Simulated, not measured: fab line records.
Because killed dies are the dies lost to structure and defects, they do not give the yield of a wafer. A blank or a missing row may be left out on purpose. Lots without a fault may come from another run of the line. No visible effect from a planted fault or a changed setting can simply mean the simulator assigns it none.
fab line records ; flow gf180mcu ; part 1 of 2: steps 1 to 27 of 28
[record] lots = 7; wafers = 21; last-day = 35
route steps=602 shown STI@1 PASSIVATION@602
lots that met no fault: taken from a fault-free run of the same line
start-h: the number of hours between the record's first day and the start of the first shown wafer of the lot ; wait-h: hours elapsed since this lot's preceding step ; " same as the row above ; L1.1+2: a single row standing in for several wafers ; - either no value or no given start ; * or withheld: withheld ; < > ~ a bound
route shown NAME@n: a module of which the file shows steps, and the number in the route of the first ; usual: average and standard deviation across the fault-free wafers ; same: alike in all rows ; chamber/n: place in a boat ; sites: the reading at each site ; _std_site: standard deviation of those values ; _edge_site: mean of outer sites minus mean of inner sites ; radius-mm: how far each site lies from the wafer's centre ; mask NAME#n: copy n ; behind: the last tool/chamber to shape the wafer ; hold: reason for holding the lot/hours on hold/outcome of the hold ; device: names the non-switching transistor (n, p or np) ; end of line: the tests these same wafers got at the end of their route ; a step with no rows: only its recipe ; killed: the dies lost at the first sort to structure and to defects; this is not the yield of the wafer ; map: a wafer's dies, x killed, . not, _ none there
set.NAME: setting as actually run; set.NAME@STEP: the setting as run at that earlier step ; model.NAME: the simulator's own value behind a step, which no gauge read
lots at selected steps of the route; one table per step, one row per wafer
services: when a tool's chamber went out of use (start-h, in hours from the record's first day, below 0 if earlier), for how many hours, and the reason
[[steps]]
[step GF_STI_BOW_MEAS_00]
[recipe] mode = bow
[usual] INCOMING_BOW = 0/5.9
lot.wafer;tool;chamber;start-h;wait-h;INCOMING_BOW[um]
L243.1;film-metro-03;-;50.00;-;9
L243.4;film-metro-03;-;50.00;-;6
L243.5;film-metro-03;-;50.00;-;0
L244.2;film-metro-03;-;55.02;-;6
L244.3;film-metro-03;-;55.02;-;5
L244.4;film-metro-03;-;55.02;-;9
L251.3;film-metro-01;-;90.04;-;-2
L251.4;film-metro-01;-;90.04;-;-5
L251.5;film-metro-01;-;90.04;-;10
L252.2;film-metro-01;-;95.02;-;1
L252.3;film-metro-01;-;95.02;-;-5
L252.5;film-metro-01;-;95.02;-;-4
L253.1;film-metro-02;-;100.00;-;7
L253.4;film-metro-02;-;100.00;-;-6
L253.6;film-metro-02;-;100.00;-;-6
L254.1;film-metro-02;-;105.00;-;-6
L254.3;film-metro-02;-;105.00;-;4
L254.6;film-metro-02;-;105.00;-;7
L257.2;film-metro-02;-;120.02;-;0
L257.5;film-metro-02;-;120.02;-;2
L257.6;film-metro-02;-;120.02;-;-3
[step GF_STI_OXIDATION_01]
[recipe] temp-c = 900; ambient = O2; stabilise-s = 600; purge-s = 300; target-thk-a = 100; ox-time-s = 1418
[step GF_STI_THK_MEAS_02]
[recipe] reads = SiO2_of_STI_OXIDATION_01
[usual] STI_OXIDATION_THK = 9.98/0.18
lot.wafer;tool;chamber;start-h;wait-h;STI_OXIDATION_THK[nm]
L243.1;film-metro-01;-;52.30;0.0;10.16
L243.4;film-metro-01;-;52.30;0.0;10.13
L243.5;film-metro-01;-;52.30;0.0;10.07
L244.2;film-metro-02;-;56.73;0.0;10.01
L244.3;film-metro-02;-;56.73;0.0;10.34
L244.4;film-metro-02;-;56.73;0.0;10.09
L251.3;film-metro-01;-;92.44;0.0;10.06
L251.4;film-metro-01;-;92.44;0.0;10.07
L251.5;film-metro-01;-;92.44;0.0;10.09
L252.2;film-metro-03;-;97.59;0.0;9.77
L252.3;film-metro-03;-;97.59;0.0;9.91
L252.5;film-metro-03;-;97.59;0.0;10.08
L253.1;film-metro-02;-;102.26;0.0;9.92
L253.4;film-metro-02;-;102.26;0.0;9.80
L253.6;film-metro-02;-;102.26;0.0;9.83
L254.1;film-metro-02;-;106.51;0.0;9.82
L254.3;film-metro-02;-;106.51;0.0;10.03
L254.6;film-metro-02;-;106.51;0.0;10.05
L257.2;film-metro-03;-;121.67;0.0;9.87
L257.5;film-metro-03;-;121.67;0.0;9.90
L257.6;film-metro-03;-;121.67;0.0;9.75
[step GF_STI_CVD_03]
[recipe] material = Si3N4; precursor = DCS/NH3; target-thk-nm = 207.16; temp-c = 770; time-s = 3551; pressure-mtorr = 250
[usual] spike-tc-bottom-C = 790.6/1.3; spike-tc-centre-C = 770.9/1.5; spike-tc-lower-C = 770.5/1.7; spike-tc-top-C = 782.3/1.9; spike-tc-upper-C = 770.3/1.2; susceptor-temp-C = 770.0/0.35
lot.wafer;tool;chamber;start-h;wait-h;spike-tc-bottom-C;spike-tc-centre-C;spike-tc-lower-C;spike-tc-top-C;spike-tc-upper-C;susceptor-temp-C;model.Si3N4_of_STI_CVD_03.thk-nm
L243.1;lpcvd-02;0;52.36;0.1;791.1;769.0;771.0;782.2;771.8;770.1;205.6
L243.4;lpcvd-02;0;52.36;0.1;792.0;770.7;771.1;780.2;772.6;769.8;205
L243.5;lpcvd-02;0;52.36;0.1;792.0;768.0;770.9;779.7;770.4;769.9;205.4
L244.2;lpcvd-02;1;56.78;0.0;788.6;772.4;769.5;781.5;768.6;769.9;205.4
L244.3;lpcvd-02;1;56.78;0.0;789.4;771.4;769.4;782.0;769.0;770.3;202.3
L244.4;lpcvd-02;1;56.78;0.0;789.6;774.3;770.4;782.6;770.9;770.0;204.1
L251.3;lpcvd-02;0;92.48;0.0;799.4;780.1;780.6;789.3;778.6;778.5;242.2
L251.4;lpcvd-02;0;92.48;0.0;800.2;776.6;781.4;789.4;781.2;778.4;240.8
L251.5;lpcvd-02;0;92.48;0.0;800.9;777.4;781.0;786.7;778.6;778.3;239.9
L252.2;lpcvd-02;0;97.64;0.0;800.4;777.4;779.6;788.0;779.9;778.4;241.8
L252.3;lpcvd-02;0;97.64;0.0;800.9;778.9;778.9;788.3;779.5;778.9;241.8
L252.5;lpcvd-02;0;97.64;0.0;798.5;777.8;780.6;788.5;778.4;778.1;241.2
L253.1;lpcvd-02;1;102.32;0.1;798.5;780.4;779.0;792.4;779.3;778.4;242.1
L253.4;lpcvd-02;1;102.32;0.1;795.7;781.4;780.0;789.8;779.8;778.4;239.7
L253.6;lpcvd-02;1;102.32;0.1;799.0;781.7;779.0;792.1;778.0;778.8;240.9
L254.1;lpcvd-01;1;106.57;0.1;790.6;771.9;769.1;782.6;773.3;770.3;207.2
L254.3;lpcvd-01;1;106.57;0.1;789.8;771.2;767.3;780.5;770.4;770.0;208.3
L254.6;lpcvd-01;1;106.57;0.1;787.3;770.7;769.5;783.7;769.7;769.9;207.1
L257.2;lpcvd-01;0;121.72;0.0;790.5;771.0;771.7;782.7;767.5;769.8;206.3
L257.5;lpcvd-01;0;121.72;0.0;792.0;772.4;768.9;784.4;769.8;769.7;206.8
L257.6;lpcvd-01;0;121.72;0.0;791.8;772.3;772.2;785.1;769.9;770.0;207.2
[step GF_STI_THK_MEAS_04]
[recipe] reads = Si3N4_of_STI_CVD_03
[usual] STI_CVD_03_THK = 205.8/1.4
lot.wafer;tool;chamber;start-h;wait-h;hold;STI_CVD_03_THK[nm]
L243.1;film-metro-02;-;54.35;0.0;-;205.6
L243.4;film-metro-02;-;54.35;0.0;-;204.8
L243.5;film-metro-02;-;54.35;0.0;-;205.4
L244.2;film-metro-02;-;58.78;0.0;-;205.3
L244.3;film-metro-02;-;58.78;0.0;-;202.4
L244.4;film-metro-02;-;58.78;0.0;-;204.1
L251.3;film-metro-01;-;94.49;0.0;await-dispo/0.2h/release;242.3
L251.4;film-metro-01;-;94.49;0.0;await-dispo/0.2h/release;240.8
L251.5;film-metro-01;-;94.49;0.0;await-dispo/0.2h/release;240.0
L251.3;film-metro-01;-;94.71;0.2;-;242.3
L251.4;film-metro-01;-;94.71;0.2;-;241.0
L251.5;film-metro-01;-;94.71;0.2;-;240.0
L252.2;film-metro-02;-;99.64;0.0;await-dispo/0.2h/release;241.8
L252.3;film-metro-02;-;99.64;0.0;await-dispo/0.2h/release;241.9
L252.5;film-metro-02;-;99.64;0.0;await-dispo/0.2h/release;241.0
L252.2;film-metro-02;-;99.87;0.2;-;241.8
L252.3;film-metro-02;-;99.87;0.2;-;241.9
L252.5;film-metro-02;-;99.87;0.2;-;241.2
L253.1;film-metro-02;-;104.30;0.0;await-dispo/0.2h/release;242.0
L253.4;film-metro-02;-;104.30;0.0;await-dispo/0.2h/release;239.5
L253.6;film-metro-02;-;104.30;0.0;await-dispo/0.2h/release;240.8
L253.1;film-metro-02;-;104.53;0.2;-;242.2
L253.4;film-metro-02;-;104.53;0.2;-;239.6
L253.6;film-metro-02;-;104.53;0.2;-;241.1
L254.1;film-metro-01;-;108.56;0.0;-;207.1
L254.3;film-metro-01;-;108.56;0.0;-;208.2
L254.6;film-metro-01;-;108.56;0.0;-;207.3
L257.2;film-metro-02;-;123.72;0.0;-;206.4
L257.5;film-metro-02;-;123.72;0.0;-;206.7
L257.6;film-metro-02;-;123.72;0.0;-;207.1
[step GF_STI_HMDS_06]
[recipe] prime-time-s = 60; prime-temp-c = 120
[step GF_STI_COAT_07]
[recipe] resist = KrF; spin-rpm = withheld; resist-thk-nm = 700
[step GF_STI_SOFTBAKE_08]
[recipe] temp-c = 130; time-s = 60; resist = KrF
[step GF_STI_EXPOSE_09]
[recipe] mask-id = COMP; target-cd-nm = 220; na = 0.68; source-shape = conventional; sigma-outer = 0.6; dose-mj = 28
[step GF_STI_PEB_10]
[recipe] peb-temp-c = 134.7; peb-time-s = 90; resist = KrF
[step GF_STI_DEVELOP_11]
[recipe] develop-time-s = 60; dev-temp-c = 21
[step GF_STI_CD_MEAS_12]
[recipe] target-cd-nm = 220
[usual] cd-nm = 219.7/1.3
lot.wafer;tool;chamber;start-h;wait-h;cd-nm
L243.1;cd-sem-01;-;67.06;0.1;220.4
L243.4;cd-sem-01;-;67.06;0.1;219.9
L243.5;cd-sem-01;-;67.06;0.1;218.3
L244.2;cd-sem-01;-;72.28;0.1;218.4
L244.3;cd-sem-01;-;72.28;0.1;217.3
L244.4;cd-sem-01;-;72.28;0.1;217.1
L251.3;cd-sem-01;-;108.20;0.1;219.1
L251.4;cd-sem-01;-;108.20;0.1;221.2
L251.5;cd-sem-01;-;108.20;0.1;220.4
L252.2;cd-sem-01;-;114.02;0.1;221.4
L252.3;cd-sem-01;-;114.02;0.1;221.2
L252.5;cd-sem-01;-;114.02;0.1;222.1
L253.1;cd-sem-01;-;118.53;0.5;217.9
L253.4;cd-sem-01;-;118.53;0.5;218.9
L253.6;cd-sem-01;-;118.53;0.5;218.2
L254.1;cd-sem-01;-;123.06;0.1;219.8
L254.3;cd-sem-01;-;123.06;0.1;219.2
L254.6;cd-sem-01;-;123.06;0.1;219.5
L257.2;cd-sem-01;-;138.61;0.1;219.5
L257.5;cd-sem-01;-;138.61;0.1;221.0
L257.6;cd-sem-01;-;138.61;0.1;219.8
[step GF_STI_ETCH_13]
[recipe] chemistry = CHF3/O2; stop-on = Si; over-etch-frac = 0.3; target-depth-a = 2823.1; source-w = 583; bias-w = 200; pressure-mtorr = 40; chf3-flow-sccm = 50; O2_flow_sccm = 5; time-s = 112.9
[usual] bias-w = 199.9/0.65; drypump-motor-current-A = 5.7/0.43; oes-product-au = 0.830/0.0056; throttle-valve-pct = 8.810/0.0094
lot.wafer;tool;chamber;start-h;wait-h;bias-w;drypump-motor-current-A;oes-product-au;rf-hours-counter-h;throttle-valve-pct;model.etch.depth-nm
L243.1;rie-diel-03;3;67.18;0.1;198.7;6.2;0.836;1;8.803;205.6
L243.4;rie-diel-03;0;67.18;0.1;199.2;5.7;0.821;2;8.801;205
L243.5;rie-diel-03;3;67.18;0.1;199.6;6.2;0.822;-;8.788;205.4
L244.2;rie-diel-03;3;72.38;0.1;199.8;6.2;0.830;1;8.813;205.4
L244.3;rie-diel-03;1;72.38;0.1;199.8;5.9;0.824;136;8.806;202.3
L244.4;rie-diel-03;0;72.38;0.1;200.0;5.7;0.822;2;8.821;204.1
L251.3;rie-diel-02;0;108.28;0.1;200.3;5.1;0.904;35;8.827;242.2
L251.4;rie-diel-02;1;108.28;0.1;201.0;6.0;0.903;72;8.816;240.8
L251.5;rie-diel-02;0;108.28;0.1;200.8;5.1;0.912;-;8.842;239.9
L252.2;rie-diel-02;0;114.12;0.1;200.0;5.1;0.905;35;8.825;241.8
L252.3;rie-diel-02;2;114.12;0.1;199.1;6.2;0.909;82;8.857;241.8
L252.5;rie-diel-02;0;114.12;0.1;199.6;5.1;0.908;-;8.854;241.2
L253.1;rie-diel-02;0;118.65;0.1;200.8;5.2;0.916;36;8.829;242.1
L253.4;rie-diel-02;3;118.65;0.1;198.7;5.7;0.904;2;8.842;239.7
L253.6;rie-diel-02;3;118.65;0.1;199.3;5.7;0.914;-;8.829;240.9
L254.1;rie-diel-02;3;123.18;0.1;200.2;5.7;0.835;2;8.821;207.2
L254.3;rie-diel-02;1;123.18;0.1;201.1;5.9;0.828;73;8.820;208.3
L254.6;rie-diel-02;2;123.18;0.1;199.8;6.2;0.830;-;8.814;207.1
L257.2;rie-diel-03;3;138.71;0.1;199.9;6.2;0.826;3;8.828;206.3
L257.5;rie-diel-03;1;138.71;0.1;200.6;5.9;0.837;-;8.797;206.8
L257.6;rie-diel-03;0;138.71;0.1;199.6;5.7;0.833;-;8.818;207.2
[step GF_STI_ETCH_14]
[recipe] target = Si; chemistry = HBr/Cl2/O2; target-depth-nm = 360; icp-w = 600; bias-w = 150; pressure-mtorr = 15; HBr_flow_sccm = 150; Cl2_flow_sccm = 40; O2_flow_sccm = 6; time-s = 102.9
[usual] bias-w = 149.9/0.44; drypump-motor-current-A = 5.5/0.51; oes-product-au = 1.008/0.008; throttle-valve-pct = 25.651/0.011
lot.wafer;tool;chamber;start-h;wait-h;bias-w;drypump-motor-current-A;oes-product-au;rf-hours-counter-h;throttle-valve-pct
L243.1;rie-si-01;0;67.26;0.0;149.7;5.2;1.004;80;25.657
L243.4;rie-si-01;1;67.26;0.0;150.2;5.7;0.995;90;25.685
L243.5;rie-si-01;1;67.26;0.0;149.6;5.7;1.001;-;25.656
L244.2;rie-si-01;1;72.46;0.0;149.1;5.7;1.003;90;25.666
L244.3;rie-si-01;2;72.46;0.0;149.7;4.9;1.009;24;25.648
L244.4;rie-si-01;3;72.46;0.0;149.1;4.9;1.020;112;25.637
L251.3;rie-si-01;0;108.36;0.0;149.2;5.2;1.017;80;25.642
L251.4;rie-si-01;3;108.36;0.0;149.6;4.9;1.010;112;25.635
L251.5;rie-si-01;1;108.36;0.0;149.8;5.6;1.010;-;25.661
L252.2;rie-si-01;1;114.20;0.0;149.6;5.7;1.007;91;25.653
L252.3;rie-si-01;0;114.20;0.0;149.7;5.1;1.019;80;25.640
L252.5;rie-si-01;3;114.20;0.0;150.8;4.9;1.004;-;25.649
L253.1;rie-si-01;1;118.73;0.0;149.7;5.6;1.013;91;25.643
L253.4;rie-si-01;2;118.73;0.0;150.2;4.9;1.005;24;25.637
L253.6;rie-si-01;0;118.73;0.0;150.0;5.2;1.014;-;25.656
L254.1;rie-si-02;2;123.26;0.0;149.8;6.0;1.014;134;25.644
L254.3;rie-si-02;0;123.26;0.0;149.6;6.5;1.014;57;25.656
L254.6;rie-si-02;2;123.26;0.0;150.1;5.9;1.008;-;25.657
L257.2;rie-si-02;0;138.79;0.0;149.4;6.4;1.008;58;25.650
L257.5;rie-si-02;2;138.79;0.0;150.9;6.0;1.011;-;25.645
L257.6;rie-si-02;1;138.79;0.0;149.5;5.7;1.009;-;25.639
[step GF_STI_STRIP_15]
[recipe] chemistry = O2/N2; power-w = 1400; pressure-mtorr = 1500; platen-temp-c = 250; o2-flow-sccm = 3000; n2-flow-sccm = 300; overash-fraction = 0.5
[usual] drypump-motor-current-A = 6.0/0.32; heater-power-w = 374/56; oes-product-au = 0.385/0.005; strip-time-to-endpoint-s = 3.76/0.042
lot.wafer;tool;chamber;start-h;wait-h;drypump-motor-current-A;heater-power-w;oes-product-au;rf-hours-counter-h;strip-time-to-endpoint-s
L243.1;plasma-asher-01;0;67.33;0.0;5.6;384;0.383;42;3.71
L243.4;plasma-asher-01;0;67.33;0.0;5.7;381;0.386;-;3.82
L243.5;plasma-asher-01;0;67.33;0.0;5.7;380;0.379;-;3.76
L244.2;plasma-asher-02;0;72.53;0.0;6.3;356;0.382;40;3.67
L244.3;plasma-asher-02;1;72.53;0.0;6.2;483;0.387;-;3.72
L244.4;plasma-asher-02;0;72.53;0.0;6.3;358;0.383;-;3.67
L251.3;plasma-asher-01;1;108.47;0.1;6.0;330;0.375;-;3.71
L251.4;plasma-asher-01;0;108.47;0.1;5.6;380;0.385;-;3.78
L251.5;plasma-asher-01;0;108.47;0.1;5.7;375;0.385;-;3.77
L252.2;plasma-asher-03;0;114.27;0.0;5.6;441;0.379;45;3.75
L252.3;plasma-asher-03;0;114.27;0.0;5.6;435;0.385;-;3.76
L252.5;plasma-asher-03;0;114.27;0.0;5.5;435;0.389;-;3.77
L253.1;plasma-asher-02;0;118.81;0.0;6.3;363;0.391;0;3.80
L253.4;plasma-asher-02;1;118.81;0.0;6.2;452;0.388;-;3.82
L253.6;plasma-asher-02;1;118.81;0.0;6.2;451;0.386;-;3.80
L254.1;plasma-asher-03;1;123.33;0.0;6.3;308;0.380;46;3.75
L254.3;plasma-asher-03;1;123.33;0.0;6.3;309;0.376;-;3.78
L254.6;plasma-asher-03;1;123.33;0.0;6.3;304;0.390;-;3.84
L257.2;plasma-asher-01;0;138.86;0.0;5.6;384;0.384;50;3.66
L257.5;plasma-asher-01;0;138.86;0.0;5.6;371;0.383;-;3.72
L257.6;plasma-asher-01;1;138.86;0.0;6.1;328;0.387;-;3.71
[step GF_STI_CLEAN_16]
[recipe] chemistry = dHF; time-s = 25; dilution = 100:1
[step GF_STI_WET_ETCH_17]
[recipe] chemistry = H3PO4; target-depth-nm = 45; temp-c = 160; target = Si3N4; time-s = 514
[step GF_STI_CLEAN_18]
[recipe] chemistry = SC1/SC2; mix = 1:4:20; temp-c = 70; time-s = 150
[step GF_STI_CLEAN_19]
[recipe] chemistry = dHF; time-s = 20; dilution = 100:1
[step GF_STI_WET_ETCH_20]
[recipe] chemistry = dHF; dilution = 100:1; target-depth-nm = 20; temp-c = 25; dry = ipa-marangoni; target = SiO2; time-s = 400
[step GF_STI_OXIDATION_21]
[recipe] temp-c = 1000; ambient = O2; stabilise-s = 600; purge-s = 300; target-thk-a = 150; ox-time-s = 458
[step GF_STI_THK_MEAS_22]
[recipe] reads = SiO2_of_STI_OXIDATION_21
[usual] STI_OXIDATION_01_THK = 15.0/0.32
lot.wafer;tool;chamber;start-h;wait-h;STI_OXIDATION_01_THK[nm]
L243.1;film-metro-02;-;68.92;0.0;15.2
L243.4;film-metro-02;-;68.92;0.0;15.1
L243.5;film-metro-02;-;68.92;0.0;14.9
L244.2;film-metro-02;-;74.12;0.0;14.7
L244.3;film-metro-02;-;74.12;0.0;15.1
L244.4;film-metro-02;-;74.12;0.0;14.6
L251.3;film-metro-01;-;110.23;0.0;15.2
L251.4;film-metro-01;-;110.23;0.0;15.1
L251.5;film-metro-01;-;110.23;0.0;15.2
L252.2;film-metro-02;-;115.87;0.0;15.2
L252.3;film-metro-02;-;115.87;0.0;15.5
L252.5;film-metro-02;-;115.87;0.0;15.2
L253.1;film-metro-03;-;120.82;0.0;15.5
L253.4;film-metro-03;-;120.82;0.0;15.3
L253.6;film-metro-03;-;120.82;0.0;15.3
L254.1;film-metro-02;-;124.91;0.0;14.5
L254.3;film-metro-02;-;124.91;0.0;14.5
L254.6;film-metro-02;-;124.91;0.0;14.6
L257.2;film-metro-02;-;141.81;0.0;14.9
L257.5;film-metro-02;-;141.81;0.0;15.2
L257.6;film-metro-02;-;141.81;0.0;15.2
[step GF_STI_CVD_23]
[recipe] material = SiO2; target-thk-nm = 650; sigma-open-frac = 0.3; time-s = 108.3; temp-c = 600; sih4-flow-sccm = 60; pressure-mtorr = 6
[step GF_STI_THK_MEAS_24]
[recipe] reads = SiO2_of_STI_CVD_23
[usual] STI_CVD_23_THK = 648/6.7
lot.wafer;tool;chamber;start-h;wait-h;STI_CVD_23_THK[nm]
L243.1;film-metro-01;-;69.05;0.0;658
L243.4;film-metro-01;-;69.05;0.0;665
L243.5;film-metro-01;-;69.05;0.0;661
L244.2;film-metro-02;-;74.26;0.0;654
L244.3;film-metro-02;-;74.26;0.0;661
L244.4;film-metro-02;-;74.26;0.0;654
L251.3;film-metro-03;-;110.37;0.1;643
L251.4;film-metro-03;-;110.37;0.1;651
L251.5;film-metro-03;-;110.37;0.1;642
L252.2;film-metro-01;-;116.01;0.0;653
L252.3;film-metro-01;-;116.01;0.0;640
L252.5;film-metro-01;-;116.01;0.0;637
L253.1;film-metro-03;-;120.96;0.0;653
L253.4;film-metro-03;-;120.96;0.0;650
L253.6;film-metro-03;-;120.96;0.0;639
L254.1;film-metro-02;-;125.05;0.0;650
L254.3;film-metro-02;-;125.05;0.0;651
L254.6;film-metro-02;-;125.05;0.0;653
L257.2;film-metro-02;-;141.95;0.0;645
L257.5;film-metro-02;-;141.95;0.0;640
L257.6;film-metro-02;-;141.95;0.0;645
[step GF_STI_CMP_25]
[recipe] stop-on = Si3N4; t-overpolish-s = 33; down-force-psi = 4; platen-rpm = 60; target-thk-nm = 524.6; pad-velocity-m-s = 0.94248
[usual] motor-current-A = 12.0/0.68; slurry-filter-dp-kPa = 13.51/0.14
lot.wafer;tool;chamber;start-h;wait-h;motor-current-A;slurry-filter-dp-kPa
L243.1;cmp-01;3;69.22;0.2;11.4;13.55
L243.4;cmp-01;0;69.22;0.2;12.9;13.58
L243.5;cmp-01;1;69.22;0.2;11.9;13.55
L244.4;cmp-01;0;74.36;0.1;12.9;13.51
L244.2;cmp-01;1;74.36;0.1;12.1;13.78
L244.3;cmp-01;2;74.36;0.1;12.0;13.67
L251.4;cmp-01;3;110.41;0.0;11.4;13.45
L251.3;cmp-01;0;110.41;0.0;12.3;13.48
L251.5;cmp-01;3;110.41;0.0;11.2;13.19
L252.3;cmp-01;0;116.11;0.1;13.1;13.55
L252.2;cmp-01;2;116.11;0.1;10.9;13.62
L252.5;cmp-01;3;116.11;0.1;11.1;13.64
L253.4;cmp-02;2;121.02;0.0;12.9;13.51
L253.1;cmp-02;0;121.02;0.0;11.9;13.30
L253.6;cmp-02;2;121.02;0.0;13.8;13.58
L254.1;cmp-02;0;125.16;0.1;11.2;13.68
L254.3;cmp-02;2;125.16;0.1;13.0;13.42
L254.6;cmp-02;3;125.16;0.1;10.9;13.76
L257.2;cmp-01;2;142.15;0.2;11.2;13.68
L257.6;cmp-01;3;142.15;0.2;11.5;13.31
L257.5;cmp-01;0;142.15;0.2;12.5;13.63
[step GF_STI_WET_ETCH_26]
[recipe] chemistry = dHF; target-depth-nm = 94; target = SiO2; temp-c = 25; dilution = 10:1; time-s = 188
[usual] temp-c = 25.02/0.11
lot.wafer;tool;chamber;start-h;wait-h;temp-c;model.Si3N4_of_STI_CVD_03.thk-nm
L243.1;wet-bench-02;0;69.42;0.1;24.96;147.9
L243.4;wet-bench-02;0;69.42;0.1;25.15;147.5
L243.5;wet-bench-02;0;69.42;0.1;24.91;147.9
L244.2;wet-bench-02;0;74.61;0.1;24.95;147.1
L244.3;wet-bench-02;0;74.61;0.1;24.97;143.9
L244.4;wet-bench-02;0;74.61;0.1;24.96;145.8
L251.3;wet-bench-03;3;110.71;0.2;24.92;185.1
L251.4;wet-bench-03;3;110.71;0.2;25.03;183.6
L251.5;wet-bench-03;3;110.71;0.2;24.94;182.6
L252.2;wet-bench-02;3;116.36;0.1;24.94;184.3
L252.3;wet-bench-02;3;116.36;0.1;24.99;184.5
L252.5;wet-bench-02;3;116.36;0.1;24.91;183.9
L253.1;wet-bench-02;1;121.32;0.1;25.03;186.2
L253.4;wet-bench-02;1;121.32;0.1;25.10;183.8
L253.6;wet-bench-02;1;121.32;0.1;25.13;185.1
L254.1;wet-bench-02;0;125.41;0.2;25.09;150.6
L254.3;wet-bench-02;0;125.41;0.2;24.96;151.5
L254.6;wet-bench-02;0;125.41;0.2;25.07;150.5
L257.2;wet-bench-03;0;142.30;0.1;24.97;149.1
L257.5;wet-bench-03;0;142.30;0.1;25.01;149.8
L257.6;wet-bench-03;0;142.30;0.1;25.12;150.2
[step GF_STI_WET_ETCH_27]
[recipe] chemistry = H3PO4; target-depth-nm = 160; target = Si3N4; temp-c = 160; time-s = 1825
[[key]]
[first-sign] step = GF_STI_CVD_03; reading = susceptor-temp-C; direction = up; sigmas = 24; usual = *; struck = *
[effect] step = GF_STI_CVD_03; reading = spike-tc-upper-C; direction = up; sigmas = 7.2; usual = 770.3; struck = 779.3
[effect] step = GF_STI_THK_MEAS_04; reading = visit; direction = added
[effect] step = GF_STI_THK_MEAS_04; reading = STI_CVD_03_THK; direction = up; sigmas = 24; usual = 205.8; struck = 241.1
[effect] step = GF_STI_ETCH_13; reading = oes-product-au; direction = up; sigmas = 14; usual = 0.830; struck = 0.908
[model-effect] step = GF_STI_CVD_03; value = Si3N4_of_STI_CVD_03.thk-nm; without = 205.5; struck = 241.2
[model-effect] step = GF_STI_ETCH_13; value = etch.depth-nm; without = 205.5; struck = 241.2
[model-effect] step = GF_STI_WET_ETCH_26; value = Si3N4_of_STI_CVD_03.thk-nm; without = 148.7; struck = 184.3
[model-effect] step = GF_PASSIVATION_PROBE_99; value = etest.pwell-in-dnwell.line-ohm-um; without = 4014; struck = 4591
met-at GF_STI_CVD_03
struck-wafers L251.3,L251.4,L251.5,L252.2,L252.3,L252.5,L253.1,L253.4,L253.6
tester-left-out L251,L252,L253
onset-between 56.78 92.48
[fault] kind = process-parameter-drift; tool = lpcvd-02; chamber = -; onset-h = 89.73; steps = GF_STI_CVD_03; channel = temp-c; offset = *; shape = step; end-h = 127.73; acts-in = *; stated = *
// tester-left-out: of these lots the tester's yield and bins aren't shown, on N5 and GAA mostly nor the transistor test; their killed dies are dies lost to structure and defects alone, not to doping, threshold or leakage, so they don't give the yield
